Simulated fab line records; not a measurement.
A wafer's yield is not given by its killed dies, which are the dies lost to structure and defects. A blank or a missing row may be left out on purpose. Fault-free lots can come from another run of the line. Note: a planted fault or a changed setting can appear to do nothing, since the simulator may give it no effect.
fab line records ; flow gf180mcu ; part 1 of 2: steps 1 to 23 of 31
record lots=5; wafers=15; last_day=34
route steps=602 shown V4@494 MIM@503
lots untouched by any fault: they come from a run of this same line in which no faults occurred
start_h: the number of hours between the record's first day and the start of the first shown wafer of the lot ; wait_h: how many hours have passed since the lot's step before this one ; " identical to the entry in the row above ; L1.1+2: several wafers, shown together as one row ; - no value, or no start was given ; * or withheld: withheld ; < > ~ a bound
route shown NAME@n: NAME is a module with steps in the file, n the number in the route of the first one ; usual: mean and standard deviation over wafers with no fault ; same: alike in all rows ; chamber/n: place in a boat ; sites: per-site readings ; _std_site: their standard deviation ; _edge_site: inner sites' mean taken away from outer sites' mean ; radius_mm: how far each site lies from the wafer's centre ; mask NAME#n: copy n ; behind: tool/chamber where the wafer was last shaped ; hold: reason for holding the lot/hours on hold/outcome of the hold ; device: transistor that didn't switch, given as n, p or np ; end of line: tests run on the same wafers once the route is complete ; step lacking rows: just its recipe ; killed: dies lost to structure and defects at the first sort, not the wafer's yield ; map: dies across one wafer; x = killed, . = not, _ = none there
set.NAME: setting as actually run; set.NAME@STEP: the setting as run at that earlier step ; model.NAME: the simulator's own value behind a step, which no gauge read
a table for each step, a row for each wafer; lots at some steps of the route
services: a tool's chamber out of use, with start hour (start_h, from the record's first day; less than 0 if before it), hours out, and reason
## steps
# step GF_V4_STRIP_18
# recipe chemistry=O2/N2; power_w=1400; pressure_mtorr=1500; platen_temp_c=250; o2_flow_sccm=3000; n2_flow_sccm=300; overash_fraction=0.5
# usual drypump_motor_current_A=5.8/0.52; heater_power_w=326/58; oes_product_au=0.592/0.0048
lot.wafer;tool;chamber;start_h;wait_h;drypump_motor_current_A;heater_power_w;oes_product_au;rf_hours_counter_h
L075.1;plasma_asher-01;0;568.27;-;5.6;275;0.592;14
L075.2;plasma_asher-01;1;568.27;-;4.9;294;0.590;14
L075.6;plasma_asher-01;0;568.27;-;5.6;277;0.592;-
L076.2;plasma_asher-03;0;579.06;-;6.0;438;0.590;100
L076.4;plasma_asher-03;0;579.06;-;5.9;443;0.594;-
L076.5;plasma_asher-03;1;579.06;-;6.5;337;0.589;-
L081.1;plasma_asher-03;0;615.05;-;5.9;457;0.595;104
L081.2;plasma_asher-03;1;615.05;-;6.5;327;0.588;104
L081.6;plasma_asher-03;0;615.05;-;5.9;451;0.582;-
L085.1;plasma_asher-03;0;647.22;-;5.9;444;0.595;107
L085.5;plasma_asher-03;1;647.22;-;6.5;331;0.588;-
L085.6;plasma_asher-03;0;647.22;-;6.0;454;0.599;-
L096.2;plasma_asher-03;1;720.09;-;6.5;334;0.591;116
L096.4;plasma_asher-03;0;720.09;-;5.9;438;0.590;-
L096.5;plasma_asher-03;1;720.09;-;6.5;339;0.584;-
# step GF_V4_STRIP_19
# recipe chemistry=post_etch_residue_remover; time_s=1200; temp_c=72.5
lot.wafer;tool;chamber;start_h;wait_h
L075.1+2+6;wet_bench-01;3;568.37;0.1
L076.2+4+5;wet_bench-03;0;579.16;0.1
L081.1+2+6;wet_bench-03;2;615.15;0.1
L085.1+5+6;wet_bench-03;1;647.32;0.1
L096.2+4+5;wet_bench-02;3;720.19;0.1
# step GF_V4_CLEAN_20
# recipe chemistry=DIW; dry=n2_spin
lot.wafer;tool;chamber;start_h;wait_h
L075.1+2+6;wet_bench-03;2;568.72;0.0
L076.2+4+5;wet_bench-01;3;579.50;0.0
L081.1+2+6;wet_bench-02;0;615.49;0.0
L085.1+5+6;wet_bench-02;1;648.07;0.0
L096.2+4+5;wet_bench-03;1;720.57;0.0
# step GF_V4_SPUTTER_21
# recipe material=Ti; target_thk_nm=15; chamber_pressure_pa=5; power_w=2500; substrate_temp_c=200; time_s=80.02
# usual chamber_pressure_pa=4.997/0.01; throttle_valve_pct=29.8/0.97
lot.wafer;tool;chamber;start_h;wait_h;chamber_pressure_pa;throttle_valve_pct
L075.1;pvd_sputter-04;-;568.81;0.0;4.978;29.8
L075.2;pvd_sputter-04;-;568.81;0.0;4.994;29.1
L075.6;pvd_sputter-04;-;568.81;0.0;4.999;31.5
L076.2;pvd_sputter-04;-;579.59;0.0;4.994;29.3
L076.4;pvd_sputter-04;-;579.59;0.0;4.990;31.2
L076.5;pvd_sputter-04;-;579.59;0.0;4.998;29.9
L081.1;pvd_sputter-04;-;615.58;0.0;4.999;29.0
L081.2;pvd_sputter-04;-;615.58;0.0;4.997;29.3
L081.6;pvd_sputter-04;-;615.58;0.0;5.008;31.3
L085.1;pvd_sputter-01;-;648.17;0.0;4.998;29.9
L085.5;pvd_sputter-01;-;648.17;0.0;4.984;29.8
L085.6;pvd_sputter-01;-;648.17;0.0;4.996;30.2
L096.2;pvd_sputter-01;-;720.66;0.0;4.979;30.1
L096.4;pvd_sputter-01;-;720.66;0.0;4.987;28.7
L096.5;pvd_sputter-01;-;720.66;0.0;4.974;29.8
# step GF_V4_SPUTTER_22
# recipe material=TiN; target_thk_nm=10; chamber_pressure_pa=5; power_w=4000; time_s=40
# usual chamber_pressure_pa=5.002/0.0095; throttle_valve_pct=29.8/0.98
lot.wafer;tool;chamber;start_h;wait_h;chamber_pressure_pa;throttle_valve_pct
L075.1;pvd_sputter-04;-;568.87;0.0;4.999;29.7
L075.2;pvd_sputter-04;-;568.87;0.0;5.003;29.3
L075.6;pvd_sputter-04;-;568.87;0.0;5.006;31.2
L076.2;pvd_sputter-04;-;579.65;0.0;5.009;29.2
L076.4;pvd_sputter-04;-;579.65;0.0;5.008;31.1
L076.5;pvd_sputter-04;-;579.65;0.0;5.001;29.6
L081.1;pvd_sputter-04;-;615.64;0.0;5.007;29.0
L081.2;pvd_sputter-04;-;615.64;0.0;5.004;29.3
L081.6;pvd_sputter-04;-;615.64;0.0;5.008;31.2
L085.1;pvd_sputter-01;-;648.23;0.0;4.982;29.8
L085.5;pvd_sputter-01;-;648.23;0.0;5.003;30.1
L085.6;pvd_sputter-01;-;648.23;0.0;4.991;29.8
L096.2;pvd_sputter-01;-;720.72;0.0;5.010;29.7
L096.4;pvd_sputter-01;-;720.72;0.0;5.000;28.6
L096.5;pvd_sputter-01;-;720.72;0.0;5.009;30.2
# step GF_V4_CVD_23
# recipe material=W; target_thk_nm=350; time_s=104.9; temp_c=400; pressure_torr=40
# usual heater_power_w=852/72
lot.wafer;tool;chamber;start_h;wait_h;heater_power_w
L075.1;cvd_w-01;0;568.91;0.0;707
L075.2;cvd_w-01;1;568.91;0.0;824
L075.6;cvd_w-01;1;568.91;0.0;834
L076.2;cvd_w-02;0;579.69;0.0;881
L076.4;cvd_w-02;1;579.69;0.0;914
L076.5;cvd_w-02;1;579.69;0.0;889
L081.1;cvd_w-02;1;615.68;0.0;919
L081.2;cvd_w-02;0;615.68;0.0;867
L081.6;cvd_w-02;0;615.68;0.0;852
L085.1;cvd_w-02;1;648.27;0.0;928
L085.5;cvd_w-02;0;648.27;0.0;848
L085.6;cvd_w-02;1;648.27;0.0;907
L096.2;cvd_w-02;0;720.76;0.0;876
L096.4;cvd_w-02;1;720.76;0.0;943
L096.5;cvd_w-02;0;720.76;0.0;891
# step GF_V4_RS_MEAS_24
# recipe thk_meas_gauge=four-point-probe; reads=W_of_V4_CVD_23+TiN_of_V4_SPUTTER_22+Ti_of_V4_SPUTTER_21
# usual V4_W_RS=0.326/0.0048
lot.wafer;tool;chamber;start_h;wait_h;V4_W_RS[ohm/sq]
L075.1;film_metro-02;-;569.02;0.1;0.332
L075.2;film_metro-02;-;569.02;0.1;0.319
L075.6;film_metro-02;-;569.02;0.1;0.317
L076.2;film_metro-03;-;579.83;0.1;0.328
L076.4;film_metro-03;-;579.83;0.1;0.328
L076.5;film_metro-03;-;579.83;0.1;0.325
L081.1;film_metro-02;-;615.80;0.1;0.327
L081.2;film_metro-02;-;615.80;0.1;0.325
L081.6;film_metro-02;-;615.80;0.1;0.326
L085.1;film_metro-04;-;648.38;0.1;0.331
L085.5;film_metro-04;-;648.38;0.1;0.329
L085.6;film_metro-04;-;648.38;0.1;0.333
L096.2;film_metro-04;-;720.89;0.1;0.329
L096.4;film_metro-04;-;720.89;0.1;0.328
L096.5;film_metro-04;-;720.89;0.1;0.324
# step GF_V4_THK_MEAS_25
# recipe thk_meas_gauge=xrf; reads=W_of_V4_CVD_23
# usual V4_W_THK=357/5.7
lot.wafer;tool;chamber;start_h;wait_h;V4_W_THK[nm]
L075.1;film_metro-02;-;569.14;0.1;347
L075.2;film_metro-02;-;569.14;0.1;363
L075.6;film_metro-02;-;569.14;0.1;367
L076.2;film_metro-03;-;579.94;0.1;358
L076.4;film_metro-03;-;579.94;0.1;356
L076.5;film_metro-03;-;579.94;0.1;359
L081.1;film_metro-02;-;615.92;0.1;356
L081.2;film_metro-02;-;615.92;0.1;360
L081.6;film_metro-02;-;615.92;0.1;360
L085.1;film_metro-04;-;648.50;0.1;353
L085.5;film_metro-04;-;648.50;0.1;357
L085.6;film_metro-04;-;648.50;0.1;352
L096.2;film_metro-04;-;721.00;0.1;350
L096.4;film_metro-04;-;721.00;0.1;352
L096.5;film_metro-04;-;721.00;0.1;356
# step GF_V4_CMP_26
# recipe stop_on=SiO2; down_force_psi=3.5; platen_rpm=60; t_overpolish_s=15; target_thk_nm=0; pad_velocity_m_s=0.94248
# usual edge_zone_pressure_frac=1.000/0.0049; motor_current_A=10.6/1.3; overpolish_run_s=15.000/0.0082; time_to_endpoint_s=85.3/2.7
lot.wafer;tool;chamber;start_h;wait_h;edge_zone_pressure_frac;motor_current_A;overpolish_run_s;time_to_endpoint_s
L075.1;cmp-01;1;569.30;0.1;0.995;11.2;15.005;83.3
L075.2;cmp-01;2;569.30;0.1;1.002;11.5;15.005;87.6
L075.6;cmp-01;3;569.30;0.1;0.991;13.0;15.014;88.8
L076.4;cmp-01;1;579.99;0.0;0.996;11.0;14.998;83.2
L076.2;cmp-01;2;579.99;0.0;1.005;12.0;15.008;83.1
L076.5;cmp-01;2;579.99;0.0;1.003;11.7;14.989;87.6
L081.2;cmp-02;2;616.03;0.1;0.998;9.8;14.983;83.0
L081.1;cmp-02;0;616.03;0.1;0.997;11.5;14.984;86.5
L081.6;cmp-02;2;616.03;0.1;0.997;10.0;14.981;84.8
L085.1;cmp-02;3;648.73;0.2;0.996;9.9;15.002;79.2
L085.5;cmp-02;2;648.73;0.2;0.995;10.2;14.994;79.0
L085.6;cmp-02;3;648.73;0.2;0.998;10.0;15.011;80.0
L096.4;cmp-02;3;721.15;0.1;1.002;9.8;14.997;88.1
L096.2;cmp-02;0;721.15;0.1;1.001;11.5;15.005;85.8
L096.5;cmp-02;1;721.15;0.1;1.003;8.6;14.993;83.3
# step GF_MIM_SPUTTER_00
# recipe material=Ti; target_thk_nm=37.5; arriving_ion_energy_ev=80; substrate_temp_c=200; chamber_pressure_pa=2; power_w=4000; time_s=150
# usual chamber_pressure_pa=2.000/0.0038; throttle_valve_pct=29.7/1.1
lot.wafer;tool;chamber;start_h;wait_h;chamber_pressure_pa;throttle_valve_pct
L075.1;pvd_sputter-02;-;569.50;0.1;2.004;31.2
L075.2;pvd_sputter-02;-;569.50;0.1;1.996;28.6
L075.6;pvd_sputter-02;-;569.50;0.1;2.001;28.6
L076.2;pvd_sputter-02;-;580.29;0.2;2.001;31.2
L076.4;pvd_sputter-02;-;580.29;0.2;1.997;29.9
L076.5;pvd_sputter-02;-;580.29;0.2;2.006;28.9
L081.1;pvd_sputter-02;-;616.28;0.1;2.002;28.7
L081.2;pvd_sputter-02;-;616.28;0.1;2.001;31.4
L081.6;pvd_sputter-02;-;616.28;0.1;2.005;29.6
L085.1;pvd_sputter-02;-;648.98;0.2;1.997;28.7
L085.5;pvd_sputter-02;-;648.98;0.2;2.001;31.2
L085.6;pvd_sputter-02;-;648.98;0.2;2.005;29.8
L096.2;pvd_sputter-02;-;721.35;0.1;2.002;31.1
L096.4;pvd_sputter-02;-;721.35;0.1;2.003;28.8
L096.5;pvd_sputter-02;-;721.35;0.1;2.002;31.2
# step GF_MIM_SPUTTER_01
# recipe material=TiN; target_thk_nm=30; power_w=6500; time_s=25; chamber_pressure_pa=0.4
# usual chamber_pressure_pa=0.4001/0.00076; throttle_valve_pct=29.7/1.1
lot.wafer;tool;chamber;start_h;wait_h;chamber_pressure_pa;throttle_valve_pct
L075.1;pvd_sputter-02;-;569.60;0.1;0.3998;31.4
L075.2;pvd_sputter-02;-;569.60;0.1;0.3998;28.6
L075.6;pvd_sputter-02;-;569.60;0.1;0.3998;28.7
L076.2;pvd_sputter-02;-;580.39;0.1;0.4007;31.2
L076.4;pvd_sputter-02;-;580.39;0.1;0.3992;30.1
L076.5;pvd_sputter-02;-;580.39;0.1;0.4003;28.6
L081.1;pvd_sputter-02;-;616.38;0.1;0.3999;28.5
L081.2;pvd_sputter-02;-;616.38;0.1;0.3989;31.2
L081.6;pvd_sputter-02;-;616.38;0.1;0.4002;30.0
L085.1;pvd_sputter-02;-;649.08;0.1;0.4004;28.6
L085.5;pvd_sputter-02;-;649.08;0.1;0.3989;31.1
L085.6;pvd_sputter-02;-;649.08;0.1;0.4007;30.1
L096.2;pvd_sputter-02;-;721.45;0.1;0.3995;31.5
L096.4;pvd_sputter-02;-;721.45;0.1;0.4004;28.6
L096.5;pvd_sputter-02;-;721.45;0.1;0.4000;31.2
# step GF_MIM_SPUTTER_02
# recipe material=AlCu; target_thk_nm=450; power_w=10600; time_s=23.9; chamber_pressure_pa=0.4
# usual chamber_pressure_pa=0.4001/0.00078; throttle_valve_pct=29.7/1.1
lot.wafer;tool;chamber;start_h;wait_h;chamber_pressure_pa;throttle_valve_pct
L075.1;pvd_sputter-02;-;569.63;0.0;0.3992;31.1
L075.2;pvd_sputter-02;-;569.63;0.0;0.3999;28.5
L075.6;pvd_sputter-02;-;569.63;0.0;0.3994;28.7
L076.2;pvd_sputter-02;-;580.42;0.0;0.4002;31.1
L076.4;pvd_sputter-02;-;580.42;0.0;0.3997;30.1
L076.5;pvd_sputter-02;-;580.42;0.0;0.4007;28.6
L081.1;pvd_sputter-02;-;616.41;0.0;0.4005;28.8
L081.2;pvd_sputter-02;-;616.41;0.0;0.3989;31.3
L081.6;pvd_sputter-02;-;616.41;0.0;0.4010;29.9
L085.1;pvd_sputter-02;-;649.11;0.0;0.4000;28.6
L085.5;pvd_sputter-02;-;649.11;0.0;0.4001;31.4
L085.6;pvd_sputter-02;-;649.11;0.0;0.4001;29.8
L096.2;pvd_sputter-02;-;721.48;0.0;0.3985;31.3
L096.4;pvd_sputter-02;-;721.48;0.0;0.4002;28.3
L096.5;pvd_sputter-02;-;721.48;0.0;0.3982;31.3
# step GF_MIM_SPUTTER_03
# recipe material=Ti; target_thk_nm=10; substrate_temp_c=300; chamber_pressure_pa=0.3; power_w=3000; time_s=6.7
# usual chamber_pressure_pa=0.3000/0.00055; throttle_valve_pct=29.7/1.1
lot.wafer;tool;chamber;start_h;wait_h;chamber_pressure_pa;throttle_valve_pct
L075.1;pvd_sputter-02;-;569.66;0.0;0.3003;31.2
L075.2;pvd_sputter-02;-;569.66;0.0;0.3003;28.5
L075.6;pvd_sputter-02;-;569.66;0.0;0.2996;28.5
L076.2;pvd_sputter-02;-;580.45;0.0;0.2996;31.3
L076.4;pvd_sputter-02;-;580.45;0.0;0.3001;30.2
L076.5;pvd_sputter-02;-;580.45;0.0;0.3005;28.4
L081.1;pvd_sputter-02;-;616.44;0.0;0.2998;28.6
L081.2;pvd_sputter-02;-;616.44;0.0;0.3003;31.3
L081.6;pvd_sputter-02;-;616.44;0.0;0.2993;30.0
L085.1;pvd_sputter-02;-;649.14;0.0;0.2998;28.6
L085.5;pvd_sputter-02;-;649.14;0.0;0.3004;31.4
L085.6;pvd_sputter-02;-;649.14;0.0;0.2997;29.9
L096.2;pvd_sputter-02;-;721.51;0.0;0.3005;31.1
L096.4;pvd_sputter-02;-;721.51;0.0;0.2999;28.5
L096.5;pvd_sputter-02;-;721.51;0.0;0.3003;31.2
# step GF_MIM_SPUTTER_04
# recipe material=TiN; target_thk_nm=50; power_w=6500; time_s=41.7; chamber_pressure_pa=0.4
# usual chamber_pressure_pa=0.3999/0.00075; throttle_valve_pct=29.7/1.1
lot.wafer;tool;chamber;start_h;wait_h;chamber_pressure_pa;throttle_valve_pct
L075.1;pvd_sputter-02;-;569.68;0.0;0.4016;31.2
L075.2;pvd_sputter-02;-;569.68;0.0;0.4011;28.2
L075.6;pvd_sputter-02;-;569.68;0.0;0.3993;28.5
L076.2;pvd_sputter-02;-;580.47;0.0;0.3997;31.5
L076.4;pvd_sputter-02;-;580.47;0.0;0.4002;30.0
L076.5;pvd_sputter-02;-;580.47;0.0;0.3998;28.5
L081.1;pvd_sputter-02;-;616.46;0.0;0.3996;28.7
L081.2;pvd_sputter-02;-;616.46;0.0;0.3998;31.4
L081.6;pvd_sputter-02;-;616.46;0.0;0.3994;29.7
L085.1;pvd_sputter-02;-;649.16;0.0;0.3998;28.6
L085.5;pvd_sputter-02;-;649.16;0.0;0.3996;31.2
L085.6;pvd_sputter-02;-;649.16;0.0;0.4008;30.1
L096.2;pvd_sputter-02;-;721.53;0.0;0.3984;31.3
L096.4;pvd_sputter-02;-;721.53;0.0;0.3996;28.3
L096.5;pvd_sputter-02;-;721.53;0.0;0.3997;31.3
# step GF_MIM_CVD_05
# recipe material=Si3N4; target_thk_nm=42; temp_max_c=400; temp_c=385; time_s=29.086; rf_w=450
# usual heater_power_w=657/120; temp_max_c=400.03/0.23
lot.wafer;tool;chamber;start_h;wait_h;heater_power_w;temp_max_c
L075.1;pecvd-04;1;569.72;0.0;762;400.15
L075.2;pecvd-04;0;569.72;0.0;570;399.87
L075.6;pecvd-04;2;569.72;0.0;660;399.84
L076.2;pecvd-04;0;580.51;0.0;633;399.75
L076.4;pecvd-04;2;580.51;0.0;718;400.03
L076.5;pecvd-04;0;580.51;0.0;647;400.08
L081.1;pecvd-04;0;616.50;0.0;653;400.09
L081.2;pecvd-04;2;616.50;0.0;620;400.37
L081.6;pecvd-04;0;616.50;0.0;671;400.18
L085.1;pecvd-01;1;649.20;0.0;842;400.31
L085.5;pecvd-01;1;649.20;0.0;853;400.45
L085.6;pecvd-01;2;649.20;0.0;393;399.89
L096.2;pecvd-01;1;721.57;0.0;914;400.08
L096.4;pecvd-01;2;721.57;0.0;459;399.98
L096.5;pecvd-01;0;721.57;0.0;550;400.16
# step GF_MIM_THK_MEAS_06
# recipe reads=Si3N4_of_MIM_CVD_05
# usual MIM_CVD_05_THK=42.2/0.55
lot.wafer;tool;chamber;start_h;wait_h;MIM_CVD_05_THK[nm]
L075.1;film_metro-01;-;569.75;0.0;42.1
L075.2;film_metro-01;-;569.75;0.0;42.5
L075.6;film_metro-01;-;569.75;0.0;43.0
L076.2;film_metro-01;-;580.55;0.0;42.4
L076.4;film_metro-01;-;580.55;0.0;42.3
L076.5;film_metro-01;-;580.55;0.0;42.6
L081.1;film_metro-04;-;616.53;0.0;42.6
L081.2;film_metro-04;-;616.53;0.0;42.3
L081.6;film_metro-04;-;616.53;0.0;43.4
L085.1;film_metro-01;-;649.24;0.0;42.1
L085.5;film_metro-01;-;649.24;0.0;42.3
L085.6;film_metro-01;-;649.24;0.0;42.6
L096.2;film_metro-03;-;721.61;0.0;41.8
L096.4;film_metro-03;-;721.61;0.0;42.1
L096.5;film_metro-03;-;721.61;0.0;42.1
# step GF_MIM_SPUTTER_07
# recipe material=TiN; target_thk_nm=60; power_w=6500; time_s=50; chamber_pressure_pa=0.4
# usual chamber_pressure_pa=0.4000/0.00075; throttle_valve_pct=29.9/1
lot.wafer;tool;chamber;start_h;wait_h;chamber_pressure_pa;throttle_valve_pct
L075.1;pvd_sputter-03;-;569.81;0.1;0.4005;30.5
L075.2;pvd_sputter-03;-;569.81;0.1;0.4012;29.3
L075.6;pvd_sputter-03;-;569.81;0.1;0.4013;30.6
L076.2;pvd_sputter-01;-;580.60;0.0;0.4000;28.6
L076.4;pvd_sputter-01;-;580.60;0.0;0.3999;30.0
L076.5;pvd_sputter-01;-;580.60;0.0;0.3993;30.1
L081.1;pvd_sputter-01;-;616.59;0.1;0.3994;28.7
L081.2;pvd_sputter-01;-;616.59;0.1;0.4006;31.6
L081.6;pvd_sputter-01;-;616.59;0.1;0.3998;31.7
L085.1;pvd_sputter-03;-;649.30;0.1;0.4002;29.3
L085.5;pvd_sputter-03;-;649.30;0.1;0.4006;30.6
L085.6;pvd_sputter-03;-;649.30;0.1;0.3994;29.4
L096.2;pvd_sputter-03;-;721.66;0.0;0.3994;29.4
L096.4;pvd_sputter-03;-;721.66;0.0;0.3996;31.1
L096.5;pvd_sputter-03;-;721.66;0.0;0.4000;30.5
# step GF_MIM_SPUTTER_08
# recipe material=AlCu; target_thk_nm=200; power_w=10600; time_s=10.6; chamber_pressure_pa=0.4
# usual chamber_pressure_pa=0.4000/0.0008; throttle_valve_pct=29.9/0.99
lot.wafer;tool;chamber;start_h;wait_h;chamber_pressure_pa;throttle_valve_pct
L075.1;pvd_sputter-03;-;569.86;0.0;0.3998;30.7
L075.2;pvd_sputter-03;-;569.86;0.0;0.4004;28.9
L075.6;pvd_sputter-03;-;569.86;0.0;0.3996;30.7
L076.2;pvd_sputter-01;-;580.64;0.0;0.4003;28.7
L076.4;pvd_sputter-01;-;580.64;0.0;0.3996;29.9
L076.5;pvd_sputter-01;-;580.64;0.0;0.3996;29.8
L081.1;pvd_sputter-01;-;616.63;0.0;0.3996;28.6
L081.2;pvd_sputter-01;-;616.63;0.0;0.4011;31.2
L081.6;pvd_sputter-01;-;616.63;0.0;0.4002;31.1
L085.1;pvd_sputter-03;-;649.34;0.0;0.4015;29.5
L085.5;pvd_sputter-03;-;649.34;0.0;0.4011;30.9
L085.6;pvd_sputter-03;-;649.34;0.0;0.4001;29.5
L096.2;pvd_sputter-03;-;721.71;0.0;0.4000;29.1
L096.4;pvd_sputter-03;-;721.71;0.0;0.3994;31.2
L096.5;pvd_sputter-03;-;721.71;0.0;0.3992;30.4
# step GF_MIM_SPUTTER_09
# recipe material=TiN; target_thk_nm=35; power_w=6500; time_s=29.2; chamber_pressure_pa=0.4
# usual chamber_pressure_pa=0.4000/0.00078; throttle_valve_pct=29.9/1
lot.wafer;tool;chamber;start_h;wait_h;chamber_pressure_pa;throttle_valve_pct
L075.1;pvd_sputter-03;-;569.88;0.0;0.3993;30.5
L075.2;pvd_sputter-03;-;569.88;0.0;0.3982;28.9
L075.6;pvd_sputter-03;-;569.88;0.0;0.4003;30.7
L076.2;pvd_sputter-01;-;580.67;0.0;0.4005;28.6
L076.4;pvd_sputter-01;-;580.67;0.0;0.3993;30.3
L076.5;pvd_sputter-01;-;580.67;0.0;0.3980;29.6
L081.1;pvd_sputter-01;-;616.66;0.0;0.3998;28.8
L081.2;pvd_sputter-01;-;616.66;0.0;0.3994;31.4
L081.6;pvd_sputter-01;-;616.66;0.0;0.4004;31.2
L085.1;pvd_sputter-03;-;649.36;0.0;0.3996;29.3
L085.5;pvd_sputter-03;-;649.36;0.0;0.4005;30.5
L085.6;pvd_sputter-03;-;649.36;0.0;0.4006;29.4
L096.2;pvd_sputter-03;-;721.73;0.0;0.4001;29.6
L096.4;pvd_sputter-03;-;721.73;0.0;0.4001;31.3
L096.5;pvd_sputter-03;-;721.73;0.0;0.3999;30.5
# step GF_MIM_RS_MEAS_10
# recipe thk_meas_gauge=four-point-probe; reads=TiN_of_MIM_SPUTTER_09+AlCu_of_MIM_SPUTTER_08+TiN_of_MIM_SPUTTER_07
# usual MIM_ALCU_RS=0.1592/0.0018
lot.wafer;tool;chamber;start_h;wait_h;MIM_ALCU_RS[ohm/sq]
L075.1;film_metro-04;-;569.91;0.0;0.1609
L075.2;film_metro-04;-;569.91;0.0;0.1601
L075.6;film_metro-04;-;569.91;0.0;0.1612
L076.2;film_metro-03;-;580.72;0.0;0.1575
L076.4;film_metro-03;-;580.72;0.0;0.1574
L076.5;film_metro-03;-;580.72;0.0;0.1590
L081.1;film_metro-01;-;616.69;0.0;0.1580
L081.2;film_metro-01;-;616.69;0.0;0.1585
L081.6;film_metro-01;-;616.69;0.0;0.1580
L085.1;film_metro-04;-;649.40;0.0;0.1605
L085.5;film_metro-04;-;649.40;0.0;0.1614
L085.6;film_metro-04;-;649.40;0.0;0.1613
L096.2;film_metro-04;-;721.78;0.0;0.1579
L096.4;film_metro-04;-;721.78;0.0;0.1567
L096.5;film_metro-04;-;721.78;0.0;0.1565
# step GF_MIM_THK_MEAS_11
# recipe thk_meas_gauge=xrf; reads=AlCu_of_MIM_SPUTTER_08
# usual MIM_ALCU_THK=203.2/2.5
lot.wafer;tool;chamber;start_h;wait_h;MIM_ALCU_THK[nm]
L075.1;film_metro-04;-;570.03;0.1;201.9
L075.2;film_metro-04;-;570.03;0.1;203.9
L075.6;film_metro-04;-;570.03;0.1;201.4
L076.2;film_metro-03;-;580.83;0.1;206.6
L076.4;film_metro-03;-;580.83;0.1;205.4
L076.5;film_metro-03;-;580.83;0.1;204.5
L081.1;film_metro-01;-;616.81;0.1;201.7
L081.2;film_metro-01;-;616.81;0.1;201.6
L081.6;film_metro-01;-;616.81;0.1;202.6
L085.1;film_metro-04;-;649.52;0.1;203.6
L085.5;film_metro-04;-;649.52;0.1;200.7
L085.6;film_metro-04;-;649.52;0.1;200.8
L096.2;film_metro-04;-;721.89;0.1;204.7
L096.4;film_metro-04;-;721.89;0.1;206.9
L096.5;film_metro-04;-;721.89;0.1;206.9
# step GF_MIM_DEHYDRATE_12
# recipe temp_c=200; time_s=60
# usual chill_plate_temp_C=23.02/0.12; exhaust_pa=45.1/0.85
lot.wafer;tool;chamber;start_h;wait_h;chill_plate_temp_C;exhaust_pa
L075.1;litho_track-01;0;580.22;10.2;23.09;44.9
L075.2;litho_track-01;0;580.22;10.2;23.03;46.1
L075.6;litho_track-01;0;580.22;10.2;22.99;45.1
L076.2;litho_track-01;0;590.49;9.7;23.07;44.7
L076.4;litho_track-01;0;590.49;9.7;23.17;45.0
L076.5;litho_track-01;0;590.49;9.7;23.18;44.9
L081.1;litho_track-01;0;626.46;9.6;23.17;44.5
L081.2;litho_track-01;0;626.46;9.6;23.08;45.2
L081.6;litho_track-01;0;626.46;9.6;23.09;44.2
L085.1;litho_track-03;0;658.79;9.3;23.02;45.0
L085.5;litho_track-03;0;658.79;9.3;22.98;45.5
L085.6;litho_track-03;0;658.79;9.3;23.03;44.6
L096.2;litho_track-02;0;729.60;7.7;23.09;45.7
L096.4;litho_track-02;0;729.60;7.7;22.98;44.3
L096.5;litho_track-02;0;729.60;7.7;22.98;45.0
# step GF_MIM_HMDS_13
# recipe prime_time_s=60; prime_temp_c=120
# usual chill_plate_temp_C=23.02/0.096; exhaust_pa=44.9/0.78
# same prime_time_s=60
lot.wafer;tool;chamber;start_h;wait_h;chill_plate_temp_C;exhaust_pa
L075.1;litho_track-01;0;580.37;0.1;22.95;45.2
L075.2;litho_track-01;0;580.37;0.1;22.88;45.1
L075.6;litho_track-01;0;580.37;0.1;23.12;43.9
L076.2;litho_track-01;0;590.64;0.1;23.04;44.2
L076.4;litho_track-01;0;590.64;0.1;23.11;45.1
L076.5;litho_track-01;0;590.64;0.1;22.94;44.7
L081.1;litho_track-01;0;626.61;0.1;22.97;45.2
L081.2;litho_track-01;0;626.61;0.1;22.93;44.7
L081.6;litho_track-01;0;626.61;0.1;22.86;45.1
L085.1;litho_track-03;0;658.94;0.1;23.01;44.5
L085.5;litho_track-03;0;658.94;0.1;23.09;45.2
L085.6;litho_track-03;0;658.94;0.1;23.09;45.1
L096.2;litho_track-02;0;729.75;0.1;22.90;45.9
L096.4;litho_track-02;0;729.75;0.1;22.94;44.5
L096.5;litho_track-02;0;729.75;0.1;22.85;45.2
